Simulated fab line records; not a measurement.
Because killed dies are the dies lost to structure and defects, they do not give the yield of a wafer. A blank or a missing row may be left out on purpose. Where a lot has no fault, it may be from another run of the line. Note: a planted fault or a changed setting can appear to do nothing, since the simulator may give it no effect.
Which tool did it? || flow gf180mcu || 24 lots with 72 wafers sampled at 5 steps, on a route of 602 steps

## WHAT THE GAUGES SHOWED, per wafer
GF_M5_CD_MEAS_07 targets a cd of 280 nm. Usual: cd_nm reads 280.3 nm (standard deviation 1.3).
{"lot": "L074", "measured": "day 25 20:21", "on": "cd_sem-02", "cd_nm (nm)": "280.2 280.3 280.8", "flag": ""}
{"lot": "L075", "measured": "day 26 06:19", "on": "cd_sem-02", "cd_nm (nm)": "278.0 277.2 278.1", "flag": ""}
{"lot": "L076", "measured": "day 27 14:27", "on": "cd_sem-01", "cd_nm (nm)": "279.3 280.1 279.1", "flag": ""}
{"lot": "L077", "measured": "day 27 18:23", "on": "cd_sem-01", "cd_nm (nm)": "280.7 280.3 280.8", "flag": ""}
{"lot": "L079", "measured": "day 27 19:09", "on": "cd_sem-01", "cd_nm (nm)": "280.6 279.8 280.8", "flag": ""}
{"lot": "L078", "measured": "day 27 21:00", "on": "cd_sem-02", "cd_nm (nm)": "280.7 280.9 281.2", "flag": ""}
{"lot": "L080", "measured": "day 28 01:45", "on": "cd_sem-02", "cd_nm (nm)": "279.1 280.5 279.5", "flag": ""}
{"lot": "L081", "measured": "day 28 15:32", "on": "cd_sem-01", "cd_nm (nm)": "279.9 280.9 279.3", "flag": ""}
{"lot": "L082", "measured": "day 28 18:59", "on": "cd_sem-02", "cd_nm (nm)": "278.6 278.3 278.4", "flag": ""}
{"lot": "L083", "measured": "day 29 07:56", "on": "cd_sem-02", "cd_nm (nm)": "279.8 280.1 279.5", "flag": ""}
{"lot": "L084", "measured": "day 29 16:01", "on": "cd_sem-01", "cd_nm (nm)": "279.1 279.6 280.1", "flag": ""}
{"lot": "L085", "measured": "day 29 20:54", "on": "cd_sem-02", "cd_nm (nm)": "281.5 280.9 281.4", "flag": ""}
{"lot": "L086", "measured": "day 29 21:16", "on": "cd_sem-01", "cd_nm (nm)": "278.6 279.5 279.7", "flag": ""}
{"lot": "L087", "measured": "day 30 06:36", "on": "cd_sem-02", "cd_nm (nm)": "281.4 282.3 282.0", "flag": ""}
{"lot": "L088", "measured": "day 30 17:54", "on": "cd_sem-02", "cd_nm (nm)": "278.9 278.3 278.6", "flag": ""}
{"lot": "L089", "measured": "day 30 21:50", "on": "cd_sem-01", "cd_nm (nm)": "280.3 281.0 280.3", "flag": ""}
{"lot": "L090", "measured": "day 31 05:58", "on": "cd_sem-01", "cd_nm (nm)": "281.0 279.5 280.7", "flag": ""}
{"lot": "L091", "measured": "day 31 08:32", "on": "cd_sem-02", "cd_nm (nm)": "283.0 282.5 282.8", "flag": ""}
{"lot": "L092", "measured": "day 31 16:18", "on": "cd_sem-02", "cd_nm (nm)": "280.1 280.1 279.9", "flag": ""}
{"lot": "L093", "measured": "day 31 22:16", "on": "cd_sem-01", "cd_nm (nm)": "281.9 280.6 280.7", "flag": ""}
{"lot": "L094", "measured": "day 32 04:13", "on": "cd_sem-02", "cd_nm (nm)": "281.5 279.9 281.1", "flag": ""}
{"lot": "L095", "measured": "day 32 07:39", "on": "cd_sem-02", "cd_nm (nm)": "282.5 281.6 282.6", "flag": ""}
{"lot": "L096", "measured": "day 32 13:33", "on": "cd_sem-01", "cd_nm (nm)": "280.8 280.0 280.1", "flag": ""}
{"lot": "L097", "measured": "day 32 21:16", "on": "cd_sem-02", "cd_nm (nm)": "281.3 281.1 281.4", "flag": ""}

GF_V5_BOW_MEAS_05. Usual: V5_BOW 133 um, standard deviation 10.
{"lot": "L074", "measured": "day 25 22:05", "on": "film_metro-01", "V5_BOW (um)": "116 123 131", "flag": ""}
{"lot": "L075", "measured": "day 26 07:50", "on": "film_metro-01", "V5_BOW (um)": "137 130 133", "flag": ""}
{"lot": "L076", "measured": "day 27 15:50", "on": "film_metro-04", "V5_BOW (um)": "126 124 127", "flag": ""}
{"lot": "L077", "measured": "day 27 19:46", "on": "film_metro-01", "V5_BOW (um)": "141 130 142", "flag": ""}
{"lot": "L079", "measured": "day 27 20:35", "on": "film_metro-02", "V5_BOW (um)": "134 131 135", "flag": ""}
{"lot": "L078", "measured": "day 27 22:31", "on": "film_metro-04", "V5_BOW (um)": "134 139 134", "flag": ""}
{"lot": "L080", "measured": "day 28 03:11", "on": "film_metro-01", "V5_BOW (um)": "128 127 139", "flag": ""}
{"lot": "L081", "measured": "day 28 17:01", "on": "film_metro-01", "V5_BOW (um)": "137 127 125", "flag": ""}
{"lot": "L082", "measured": "day 28 20:24", "on": "film_metro-02", "V5_BOW (um)": "144 126 138", "flag": ""}
{"lot": "L083", "measured": "day 29 09:19", "on": "film_metro-01", "V5_BOW (um)": "127 135 137", "flag": ""}
{"lot": "L084", "measured": "day 29 18:03", "on": "film_metro-02", "V5_BOW (um)": "158 156 147", "flag": ""}
{"lot": "L085", "measured": "day 29 22:20", "on": "film_metro-04", "V5_BOW (um)": "124 135 130", "flag": ""}
{"lot": "L086", "measured": "day 29 23:00", "on": "film_metro-01", "V5_BOW (um)": "126 116 117", "flag": ""}
{"lot": "L087", "measured": "day 30 08:01", "on": "film_metro-04", "V5_BOW (um)": "147 145 141", "flag": ""}
{"lot": "L088", "measured": "day 30 19:18", "on": "film_metro-04", "V5_BOW (um)": "121 128 144", "flag": ""}
{"lot": "L089", "measured": "day 30 23:15", "on": "film_metro-02", "V5_BOW (um)": "126 136 135", "flag": ""}
{"lot": "L090", "measured": "day 31 07:23", "on": "film_metro-04", "V5_BOW (um)": "118 125 120", "flag": ""}
{"lot": "L091", "measured": "day 31 09:58", "on": "film_metro-01", "V5_BOW (um)": "120 113 126", "flag": ""}
{"lot": "L092", "measured": "day 31 17:42", "on": "film_metro-02", "V5_BOW (um)": "143 147 155", "flag": ""}
{"lot": "L093", "measured": "day 31 23:42", "on": "film_metro-01", "V5_BOW (um)": "133 135 147", "flag": ""}
{"lot": "L094", "measured": "day 32 05:43", "on": "film_metro-04", "V5_BOW (um)": "136 138 138", "flag": ""}
{"lot": "L095", "measured": "day 32 09:04", "on": "film_metro-02", "V5_BOW (um)": "135 141 125", "flag": ""}
{"lot": "L096", "measured": "day 32 14:57", "on": "film_metro-04", "V5_BOW (um)": "143 138 128", "flag": ""}
{"lot": "L097", "measured": "day 32 22:46", "on": "film_metro-01", "V5_BOW (um)": "137 135 142", "flag": ""}

GF_PASSIVATION_THK_MEAS_03. Usual: PASSIVATION_CVD_02_THK 699 nm, standard deviation 11.
{"lot": "L074", "measured": "day 27 17:11", "on": "film_metro-03", "PASSIVATION_CVD_02_THK (nm)": "710 699 718", "flag": ""}
{"lot": "L075", "measured": "day 28 02:04", "on": "film_metro-01", "PASSIVATION_CVD_02_THK (nm)": "677 677 682", "flag": ""}
{"lot": "L076", "measured": "day 29 09:00", "on": "film_metro-03", "PASSIVATION_CVD_02_THK (nm)": "690 726 714", "flag": ""}
{"lot": "L077", "measured": "day 29 13:17", "on": "film_metro-03", "PASSIVATION_CVD_02_THK (nm)": "690 701 703", "flag": ""}
{"lot": "L079", "measured": "day 29 14:10", "on": "film_metro-01", "PASSIVATION_CVD_02_THK (nm)": "687 691 697", "flag": ""}
{"lot": "L078", "measured": "day 29 16:19", "on": "film_metro-01", "PASSIVATION_CVD_02_THK (nm)": "681 702 690", "flag": ""}
{"lot": "L080", "measured": "day 29 21:31", "on": "film_metro-04", "PASSIVATION_CVD_02_THK (nm)": "688 701 697", "flag": ""}
{"lot": "L081", "measured": "day 30 09:19", "on": "film_metro-01", "PASSIVATION_CVD_02_THK (nm)": "691 706 706", "flag": ""}
{"lot": "L082", "measured": "day 30 14:17", "on": "film_metro-01", "PASSIVATION_CVD_02_THK (nm)": "701 703 701", "flag": ""}
{"lot": "L083", "measured": "day 31 01:13", "on": "film_metro-01", "PASSIVATION_CVD_02_THK (nm)": "700 691 695", "flag": ""}
{"lot": "L084", "measured": "day 31 10:40", "on": "film_metro-04", "PASSIVATION_CVD_02_THK (nm)": "687 711 721", "flag": ""}
{"lot": "L085", "measured": "day 31 13:22", "on": "film_metro-03", "PASSIVATION_CVD_02_THK (nm)": "699 712 715", "flag": ""}
{"lot": "L086", "measured": "day 31 14:06", "on": "film_metro-03", "PASSIVATION_CVD_02_THK (nm)": "688 702 705", "flag": ""}
{"lot": "L087", "measured": "day 31 22:25", "on": "film_metro-01", "PASSIVATION_CVD_02_THK (nm)": "705 684 700", "flag": ""}
{"lot": "L088", "measured": "day 32 09:19", "on": "film_metro-04", "PASSIVATION_CVD_02_THK (nm)": "704 694 712", "flag": ""}
{"lot": "L089", "measured": "day 32 13:23", "on": "film_metro-01", "PASSIVATION_CVD_02_THK (nm)": "690 702 705", "flag": ""}
{"lot": "L090", "measured": "day 32 18:58", "on": "film_metro-04", "PASSIVATION_CVD_02_THK (nm)": "689 689 689", "flag": ""}
{"lot": "L091", "measured": "day 32 23:16", "on": "film_metro-03", "PASSIVATION_CVD_02_THK (nm)": "687 689 693", "flag": ""}
{"lot": "L092", "measured": "day 33 06:07", "on": "film_metro-04", "PASSIVATION_CVD_02_THK (nm)": "692 708 706", "flag": ""}
{"lot": "L093", "measured": "day 33 11:31", "on": "film_metro-04", "PASSIVATION_CVD_02_THK (nm)": "708 705 722", "flag": ""}
{"lot": "L094", "measured": "day 33 17:41", "on": "film_metro-03", "PASSIVATION_CVD_02_THK (nm)": "683 690 695", "flag": ""}
{"lot": "L095", "measured": "day 33 19:50", "on": "film_metro-03", "PASSIVATION_CVD_02_THK (nm)": "699 684 698", "flag": ""}
{"lot": "L096", "measured": "day 34 01:11", "on": "film_metro-03", "PASSIVATION_CVD_02_THK (nm)": "689 696 698", "flag": ""}
{"lot": "L097", "measured": "day 34 08:22", "on": "film_metro-01", "PASSIVATION_CVD_02_THK (nm)": "695 709 720", "flag": ""}

## WHICH TOOL RAN EACH LOT (tool, then ch and the chambers of the sampled wafers, then the start)
{"lot": "L074", "GF_V2_STRIP_18": "plasma_asher-02 ch 0,1, day 19 18:55", "GF_V5_CVD_02": "pecvd-04 ch 0,1,2, day 25 21:36"}
{"lot": "L075", "GF_V2_STRIP_18": "plasma_asher-04 ch 0,1, day 20 07:10", "GF_V5_CVD_02": "pecvd-04 ch 0,1,2, day 26 07:20"}
{"lot": "L076", "GF_V2_STRIP_18": "plasma_asher-02 ch 0,1, day 21 20:34", "GF_V5_CVD_02": "pecvd-04 ch 0,1, day 27 15:21"}
{"lot": "L077", "GF_V2_STRIP_18": "plasma_asher-03 ch 0,1, day 22 02:31", "GF_V5_CVD_02": "pecvd-03 ch 0,2, day 27 19:18"}
{"lot": "L079", "GF_V2_STRIP_18": "plasma_asher-03 ch 0,1, day 22 03:28", "GF_V5_CVD_02": "pecvd-02 ch 1,2, day 27 20:07"}
{"lot": "L078", "GF_V2_STRIP_18": "plasma_asher-04 ch 0,1, day 22 03:41", "GF_V5_CVD_02": "pecvd-03 ch 1,2, day 27 22:03"}
{"lot": "L080", "GF_V2_STRIP_18": "plasma_asher-03 ch 0,1, day 22 11:46", "GF_V5_CVD_02": "pecvd-02 ch 1,2, day 28 02:43"}
{"lot": "L081", "GF_V2_STRIP_18": "plasma_asher-03 ch 0,1, day 23 01:01", "GF_V5_CVD_02": "pecvd-03 ch 0,1, day 28 16:31"}
{"lot": "L082", "GF_V2_STRIP_18": "plasma_asher-02 ch 0,1, day 23 06:49", "GF_V5_CVD_02": "pecvd-04 ch 0,1,2, day 28 19:56"}
{"lot": "L083", "GF_V2_STRIP_18": "plasma_asher-02 ch 0,1, day 23 20:04", "GF_V5_CVD_02": "pecvd-02 ch 0,1,2, day 29 08:51"}
{"lot": "L084", "GF_V2_STRIP_18": "plasma_asher-02 ch 0,1, day 24 07:37", "GF_V5_CVD_02": "pecvd-03 ch 1, day 29 17:22"}
{"lot": "L085", "GF_V2_STRIP_18": "plasma_asher-03 ch 0,1, day 24 13:37", "GF_V5_CVD_02": "pecvd-04 ch 0,2, day 29 21:52"}
{"lot": "L086", "GF_V2_STRIP_18": "plasma_asher-02 ch 0,1, day 24 14:35", "GF_V5_CVD_02": "pecvd-03 ch 1, day 29 22:21"}
{"lot": "L087", "GF_V2_STRIP_18": "plasma_asher-04 ch 0,1, day 24 23:07", "GF_V5_CVD_02": "pecvd-04 ch 0,1, day 30 07:31"}
{"lot": "L088", "GF_V2_STRIP_18": "plasma_asher-04 ch 0,1, day 25 14:22", "GF_V5_CVD_02": "pecvd-04 ch 1,2, day 30 18:50"}
{"lot": "L089", "GF_V2_STRIP_18": "plasma_asher-03 ch 0,1, day 25 17:13", "GF_V5_CVD_02": "pecvd-04 ch 0,1, day 30 22:46"}
{"lot": "L090", "GF_V2_STRIP_18": "plasma_asher-03 ch 0,1, day 26 02:53", "GF_V5_CVD_02": "pecvd-02 ch 0,1,2, day 31 06:55"}
{"lot": "L091", "GF_V2_STRIP_18": "plasma_asher-03 ch 0,1, day 26 06:38", "GF_V5_CVD_02": "pecvd-02 ch 0,1, day 31 09:27"}
{"lot": "L092", "GF_V2_STRIP_18": "plasma_asher-02 ch 0,1, day 26 14:43", "GF_V5_CVD_02": "pecvd-04 ch 0,1,2, day 31 17:14"}
{"lot": "L093", "GF_V2_STRIP_18": "plasma_asher-03 ch 0,1, day 26 21:06", "GF_V5_CVD_02": "pecvd-02 ch 0,1,2, day 31 23:13"}
{"lot": "L094", "GF_V2_STRIP_18": "plasma_asher-02 ch 0,1, day 27 04:41", "GF_V5_CVD_02": "pecvd-03 ch 0,1, day 32 05:08"}
{"lot": "L095", "GF_V2_STRIP_18": "plasma_asher-03 ch 0,1, day 27 09:19", "GF_V5_CVD_02": "pecvd-03 ch 0,1,2, day 32 08:36"}
{"lot": "L096", "GF_V2_STRIP_18": "plasma_asher-03 ch 0,1, day 27 16:01", "GF_V5_CVD_02": "pecvd-03 ch 1,2, day 32 14:29"}
{"lot": "L097", "GF_V2_STRIP_18": "plasma_asher-04 ch 0,1, day 28 00:34", "GF_V5_CVD_02": "pecvd-04 ch 1,2, day 32 22:14"}
- GF_V2_STRIP_18: strips in O2/N2.
- GF_V5_CVD_02: deposits SiO2 from TEOS, target thk 1450 nm, time 163.28 s.

## WHAT THE TOOLS THEMSELVES READ (means of the sampled wafers that have a number; where no wafer has one, the mark that the record gives instead)
GF_V2_STRIP_18. Usual: drypump_motor_current_A 5.6 A, standard deviation 0.35; heater_power_w 334 W, standard deviation 39; oes_product_au 0.594 a.u., standard deviation 0.005.
{"lot": "L074", "tool": "plasma_asher-02", "drypump_motor_current_A (A)": 5.4, "heater_power_w (W)": 364, "oes_product_au (a.u.)": 0.594, "flag": ""}
{"lot": "L075", "tool": "plasma_asher-04", "drypump_motor_current_A (A)": 5.9, "heater_power_w (W)": 325, "oes_product_au (a.u.)": 0.591, "flag": ""}
{"lot": "L076", "tool": "plasma_asher-02", "drypump_motor_current_A (A)": 5.5, "heater_power_w (W)": 335, "oes_product_au (a.u.)": 0.592, "flag": ""}
{"lot": "L077", "tool": "plasma_asher-03", "drypump_motor_current_A (A)": 5.5, "heater_power_w (W)": 317, "oes_product_au (a.u.)": 0.596, "flag": ""}
{"lot": "L079", "tool": "plasma_asher-03", "drypump_motor_current_A (A)": 5.5, "heater_power_w (W)": 314, "oes_product_au (a.u.)": 0.596, "flag": ""}
{"lot": "L078", "tool": "plasma_asher-04", "drypump_motor_current_A (A)": 5.9, "heater_power_w (W)": 318, "oes_product_au (a.u.)": 0.594, "flag": ""}
{"lot": "L080", "tool": "plasma_asher-03", "drypump_motor_current_A (A)": 5.5, "heater_power_w (W)": 329, "oes_product_au (a.u.)": 0.596, "flag": ""}
{"lot": "L081", "tool": "plasma_asher-03", "drypump_motor_current_A (A)": 5.5, "heater_power_w (W)": 314, "oes_product_au (a.u.)": 0.593, "flag": ""}
{"lot": "L082", "tool": "plasma_asher-02", "drypump_motor_current_A (A)": 5.4, "heater_power_w (W)": 361, "oes_product_au (a.u.)": 0.593, "flag": ""}
{"lot": "L083", "tool": "plasma_asher-02", "drypump_motor_current_A (A)": 5.5, "heater_power_w (W)": 327, "oes_product_au (a.u.)": 0.595, "flag": ""}
{"lot": "L084", "tool": "plasma_asher-02", "drypump_motor_current_A (A)": 5.5, "heater_power_w (W)": 329, "oes_product_au (a.u.)": 0.593, "flag": ""}
{"lot": "L085", "tool": "plasma_asher-03", "drypump_motor_current_A (A)": 5.5, "heater_power_w (W)": 327, "oes_product_au (a.u.)": 0.595, "flag": ""}
{"lot": "L086", "tool": "plasma_asher-02", "drypump_motor_current_A (A)": 5.4, "heater_power_w (W)": 363, "oes_product_au (a.u.)": 0.592, "flag": ""}
{"lot": "L087", "tool": "plasma_asher-04", "drypump_motor_current_A (A)": 5.9, "heater_power_w (W)": 322, "oes_product_au (a.u.)": 0.598, "flag": ""}
{"lot": "L088", "tool": "plasma_asher-04", "drypump_motor_current_A (A)": 5.9, "heater_power_w (W)": 323, "oes_product_au (a.u.)": 0.596, "flag": ""}
{"lot": "L089", "tool": "plasma_asher-03", "drypump_motor_current_A (A)": 5.5, "heater_power_w (W)": 331, "oes_product_au (a.u.)": 0.593, "flag": ""}
{"lot": "L090", "tool": "plasma_asher-03", "drypump_motor_current_A (A)": 5.5, "heater_power_w (W)": 315, "oes_product_au (a.u.)": 0.588, "flag": ""}
{"lot": "L091", "tool": "plasma_asher-03", "drypump_motor_current_A (A)": 5.5, "heater_power_w (W)": 321, "oes_product_au (a.u.)": 0.596, "flag": ""}
{"lot": "L092", "tool": "plasma_asher-02", "drypump_motor_current_A (A)": 5.5, "heater_power_w (W)": 334, "oes_product_au (a.u.)": 0.601, "flag": ""}
{"lot": "L093", "tool": "plasma_asher-03", "drypump_motor_current_A (A)": 5.5, "heater_power_w (W)": 316, "oes_product_au (a.u.)": 0.596, "flag": ""}
{"lot": "L094", "tool": "plasma_asher-02", "drypump_motor_current_A (A)": 5.4, "heater_power_w (W)": 360, "oes_product_au (a.u.)": 0.590, "flag": ""}
{"lot": "L095", "tool": "plasma_asher-03", "drypump_motor_current_A (A)": 5.5, "heater_power_w (W)": 316, "oes_product_au (a.u.)": 0.594, "flag": ""}
{"lot": "L096", "tool": "plasma_asher-03", "drypump_motor_current_A (A)": 5.5, "heater_power_w (W)": 328, "oes_product_au (a.u.)": 0.593, "flag": ""}
{"lot": "L097", "tool": "plasma_asher-04", "drypump_motor_current_A (A)": 5.9, "heater_power_w (W)": 319, "oes_product_au (a.u.)": 0.588, "flag": ""}

GF_V5_CVD_02. Usual: heater_power_w reads 665 W (standard deviation 100).
{"lot": "L074", "tool": "pecvd-04", "heater_power_w (W)": 710, "flag": ""}
{"lot": "L075", "tool": "pecvd-04", "heater_power_w (W)": 598, "flag": ""}
{"lot": "L076", "tool": "pecvd-04", "heater_power_w (W)": 639, "flag": ""}
{"lot": "L077", "tool": "pecvd-03", "heater_power_w (W)": 707, "flag": ""}
{"lot": "L079", "tool": "pecvd-02", "heater_power_w (W)": 625, "flag": ""}
{"lot": "L078", "tool": "pecvd-03", "heater_power_w (W)": 671, "flag": ""}
{"lot": "L080", "tool": "pecvd-02", "heater_power_w (W)": 563, "flag": ""}
{"lot": "L081", "tool": "pecvd-03", "heater_power_w (W)": 747, "flag": ""}
{"lot": "L082", "tool": "pecvd-04", "heater_power_w (W)": 668, "flag": ""}
{"lot": "L083", "tool": "pecvd-02", "heater_power_w (W)": 556, "flag": ""}
{"lot": "L084", "tool": "pecvd-03", "heater_power_w (W)": 727, "flag": ""}
{"lot": "L085", "tool": "pecvd-04", "heater_power_w (W)": 717, "flag": ""}
{"lot": "L086", "tool": "pecvd-03", "heater_power_w (W)": 780, "flag": ""}
{"lot": "L087", "tool": "pecvd-04", "heater_power_w (W)": 579, "flag": ""}
{"lot": "L088", "tool": "pecvd-04", "heater_power_w (W)": 647, "flag": ""}
{"lot": "L089", "tool": "pecvd-04", "heater_power_w (W)": 611, "flag": ""}
{"lot": "L090", "tool": "pecvd-02", "heater_power_w (W)": 668, "flag": ""}
{"lot": "L091", "tool": "pecvd-02", "heater_power_w (W)": 605, "flag": ""}
{"lot": "L092", "tool": "pecvd-04", "heater_power_w (W)": 640, "flag": ""}
{"lot": "L093", "tool": "pecvd-02", "heater_power_w (W)": 523, "flag": ""}
{"lot": "L094", "tool": "pecvd-03", "heater_power_w (W)": 704, "flag": ""}
{"lot": "L095", "tool": "pecvd-03", "heater_power_w (W)": 762, "flag": ""}
{"lot": "L096", "tool": "pecvd-03", "heater_power_w (W)": 730, "flag": ""}
{"lot": "L097", "tool": "pecvd-04", "heater_power_w (W)": 643, "flag": ""}

## THE ANSWER, worked out from the rows above alone
Rule: a lot is off if the mean of its wafers that have a number lies more than 3 standard deviations from the usual mean. A lot without any number at a reading at which 4 lots or more have one is off too. All remaining lots with rows at the step are treated as sound. After the gauges, taken in route order, come the tools' own readings; for these a lot's mean is taken, as printed above. The first step at which some lot is off is used, and at that step the reading that is off furthest; a lot without a number counts as furthest.
No lot is off on any of the readings shown, so nothing can be concluded from this.

## WHAT THE SIMULATOR HAD INSERTED
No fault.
